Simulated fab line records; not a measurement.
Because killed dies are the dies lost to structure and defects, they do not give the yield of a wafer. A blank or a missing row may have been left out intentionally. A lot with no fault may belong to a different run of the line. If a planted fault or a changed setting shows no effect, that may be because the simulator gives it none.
Which of the tools did it? | flow gf180mcu | Sampling: 12 lots, 36 wafers, 5 of 602 route steps

WHAT THE GAUGES READ, wafer by wafer
GF_V4_THK_MEAS_03.
lot  | measured     | on            | V4_CVD_02_THK (nm)
L922 | day 23 17:51 | film-metro-01 | 850 855 884
L923 | day 24 06:47 | film-metro-01 | 851 850 864
L924 | day 24 13:22 | film-metro-03 | 858 845 860
L925 | day 25 04:14 | film-metro-03 | 871 858 876
L926 | day 25 10:33 | film-metro-03 | 824 824 852
L927 | day 25 23:29 | film-metro-02 | 866 872 866
L928 | day 26 07:41 | film-metro-03 | 853 850 855
L929 | day 27 01:02 | film-metro-01 | 825 832 853
L935 | day 28 06:53 | film-metro-01 | 839 860 851
L936 | day 28 14:23 | film-metro-03 | 821 838 843
L944 | day 30 19:04 | film-metro-03 | 843 836 856
L945 | day 31 01:05 | film-metro-01 | 840 856 852

GF_TOP_METAL_CD_MEAS_14 targets a cd of 440 nm.
lot  | measured     | on        | cd-nm (nm)
L922 | day 28 10:53 | cd-sem-02 | 442.8 441.7 441.7
L923 | day 28 21:58 | cd-sem-01 | 440.1 441.9 439.0
L924 | day 29 03:52 | cd-sem-02 | 438.4 439.6 436.1
L925 | day 29 15:54 | cd-sem-02 | 439.9 438.9 441.5
L926 | day 29 22:25 | cd-sem-01 | 440.4 440.0 438.9
L927 | day 30 08:04 | cd-sem-02 | 439.5 438.8 439.8
L928 | day 30 15:46 | cd-sem-01 | 439.9 440.7 441.0
L929 | day 31 07:25 | cd-sem-01 | 442.5 442.4 442.9
L935 | day 32 09:39 | cd-sem-01 | 372.8 348.2 373.5
L936 | day 32 15:13 | cd-sem-01 | 376.6 344.9 421.6
L944 | day 34 12:32 | cd-sem-01 | 440.2 441.4 441.8
L945 | day 34 17:53 | cd-sem-01 | 439.1 437.7 440.5

EACH LOT AND THE TOOL THAT RAN IT (in order: tool; ch and the chambers of the sampled wafers; start)
lot  | GF_M3_SPUTTER_02             | GF_M3_SPUTTER_03             | GF_TOP_METAL_EXPOSE_11
L922 | pvd-sputter-02, day 20 13:34 | pvd-sputter-02, day 20 13:37 | iline-stepper-01 ch 0, day 28 01:14
L923 | pvd-sputter-04, day 21 03:42 | pvd-sputter-04, day 21 03:44 | iline-stepper-02 ch 0, day 28 12:14
L924 | pvd-sputter-04, day 21 11:25 | pvd-sputter-04, day 21 11:26 | iline-stepper-01 ch 0, day 28 18:56
L925 | pvd-sputter-01, day 22 03:28 | pvd-sputter-01, day 22 03:29 | iline-stepper-02 ch 0, day 29 06:41
L926 | pvd-sputter-01, day 22 10:04 | pvd-sputter-01, day 22 10:05 | iline-stepper-02 ch 0, day 29 13:04
L927 | pvd-sputter-01, day 23 00:19 | pvd-sputter-01, day 23 00:20 | iline-stepper-01 ch 0, day 29 23:08
L928 | pvd-sputter-01, day 23 09:48 | pvd-sputter-01, day 23 09:50 | iline-stepper-01 ch 0, day 30 06:19
L929 | pvd-sputter-02, day 24 04:28 | pvd-sputter-02, day 24 04:29 | iline-stepper-01 ch 0, day 30 22:49
L935 | pvd-sputter-04, day 25 11:16 | pvd-sputter-04, day 25 11:18 | iline-stepper-02 ch 0, day 32 00:43
L936 | pvd-sputter-04, day 25 19:59 | pvd-sputter-04, day 25 20:01 | iline-stepper-02 ch 0, day 32 07:34
L944 | pvd-sputter-02, day 28 05:10 | pvd-sputter-02, day 28 05:11 | iline-stepper-01 ch 0, day 34 04:50
L945 | pvd-sputter-04, day 28 11:16 | pvd-sputter-04, day 28 11:17 | iline-stepper-01 ch 0, day 34 10:37
- GF_M3_SPUTTER_02: material AlCu, target thk 450 nm, time 23.9 s.
- GF_M3_SPUTTER_03: material Ti, target thk 10 nm, time 6.7 s.
- GF_TOP_METAL_EXPOSE_11: exposes mask MetalTop, target cd 440 nm.

AS READ BY THE TOOLS THEMSELVES (means over the sampled wafers that have a number; for cases with no such wafer, the mark the record gives instead)
GF_M3_SPUTTER_02.
lot  | tool           | throttle-valve-pct (%)
L922 | pvd-sputter-02 | 28.6
L923 | pvd-sputter-04 | 29.7
L924 | pvd-sputter-04 | 29.0
L925 | pvd-sputter-01 | 29.5
L926 | pvd-sputter-01 | 30.2
L927 | pvd-sputter-01 | 29.5
L928 | pvd-sputter-01 | 28.5
L929 | pvd-sputter-02 | 29.2
L935 | pvd-sputter-04 | 30.0
L936 | pvd-sputter-04 | 30.1
L944 | pvd-sputter-02 | 30.2
L945 | pvd-sputter-04 | 29.4

GF_M3_SPUTTER_03.
lot  | tool           | throttle-valve-pct (%)
L922 | pvd-sputter-02 | 28.7
L923 | pvd-sputter-04 | 29.8
L924 | pvd-sputter-04 | 29.2
L925 | pvd-sputter-01 | 29.7
L926 | pvd-sputter-01 | 30.4
L927 | pvd-sputter-01 | 29.5
L928 | pvd-sputter-01 | 28.9
L929 | pvd-sputter-02 | 29.2
L935 | pvd-sputter-04 | 30.2
L936 | pvd-sputter-04 | 29.9
L944 | pvd-sputter-02 | 30.3
L945 | pvd-sputter-04 | 29.4

GF_TOP_METAL_EXPOSE_11.
lot  | tool             | reticle-temp-C (C)
L922 | iline-stepper-01 | 22.86
L923 | iline-stepper-02 | 22.80
L924 | iline-stepper-01 | 22.99
L925 | iline-stepper-02 | 22.93
L926 | iline-stepper-02 | 22.99
L927 | iline-stepper-01 | 23.01
L928 | iline-stepper-01 | 23.05
L929 | iline-stepper-01 | 23.03
L935 | iline-stepper-02 | 23.05
L936 | iline-stepper-02 | 22.94
L944 | iline-stepper-01 | 22.93
L945 | iline-stepper-01 | 23.06

THE ANSWER, worked out from the rows above alone
Rule: the usual values come from the lots themselves. Put in order of their means at a reading, lots are off if they are a third of the lots or fewer, leave a main group of 4 or more, and stand apart from it by a gap of 3 or more times the standard deviation of the main group's means; of several such gaps the widest counts. The tables above print the reading to a certain number of digits; a main group whose means all agree to those digits is not used. A lot without any number at a reading at which 4 lots or more have one is off too. All remaining lots with rows at the step are treated as sound. After the gauges, taken in route order, come the tools' own readings; for these a lot's mean is taken, as printed above. At the first step where some lot is off, the reading lying furthest off is the one used; lots without a number count as furthest.
Off at GF_TOP_METAL_CD_MEAS_14 (cd-nm): L935, L936. Main group: mean 440.3 nm, sd 1.3.
A tool fits if, at a process step before that reading, it ran every lot that is off, and no sound lot after the first of them. The gauges at GF_TOP_METAL_CD_MEAS_14 are tried like those tools. One candidate fits, namely iline-stepper-02 at GF_TOP_METAL_EXPOSE_11. Its last sound lot is L926 (day 29 13:04), its first lot that is off L935 (day 32 00:43): a fault that began between those two fits.

WHAT HAD BEEN PUT IN BY THE SIMULATOR
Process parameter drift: iline-stepper-02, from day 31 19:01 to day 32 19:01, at GF_TOP_METAL_EXPOSE_11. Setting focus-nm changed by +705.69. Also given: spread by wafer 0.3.
Shown lots that were struck: L935, L936. The rule given above showed the same thing.
